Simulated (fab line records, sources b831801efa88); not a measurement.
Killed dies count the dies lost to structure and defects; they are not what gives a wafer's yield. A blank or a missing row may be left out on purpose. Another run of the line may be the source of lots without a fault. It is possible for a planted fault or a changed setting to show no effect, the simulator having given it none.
Matching of chambers	flow sfq-line	SFQ_TRILAYER_I2_CMP_CMP_064 on cmp-02: 4 sister chambers
The step polishes SiO2. 4 wafers are shown with their chamber, then 7 later ones without.

== WAFERS WITH THEIR CHAMBER ==
wafer	chamber	motor-current-A (A)
L730.1	3	11.1
L730.2	2	9.5
L732.4	1	10.2
L733.3	0	9.7

== WAFERS WITHOUT THEIR CHAMBER ==
wafer	motor-current-A (A)
L734.4	9.9
L742.2	9.5
L742.4	10.3
L742.6	10.1
L746.1	9.8
L746.5	9.7
L746.6	9.9

== CHAMBER TAKEN BY EACH ==
wafer	from the rows above	in truth
L734.4	can't be placed: 0 or 1 or 2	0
L742.2	can't be placed: 2 or 0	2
L742.4	1	1
L742.6	1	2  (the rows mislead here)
L746.1	can't be placed: 0 or 2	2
L746.5	can't be placed: 0 or 2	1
L746.6	can't be placed: 0 or 1 or 2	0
1 of 7 placed correctly. These rows do not allow placing 5 (true chamber among the candidates in 4). Placed wrongly: 1.
How it was worked out, from the rows above alone: a wafer's distance from a chamber is the root of the sum, over the readings, of the square of ((its reading less the chamber's mean) divided by the reading's scatter). If the next closest chamber is less than 2 further off than the closest, the wafer can't be placed; otherwise it belongs to the closest. For every chamber, the mean is computed from those of its wafers that are shown. The scatter: root of mean squared gap, hidden wafer to nearest shown wafer, with one shown wafer a chamber.
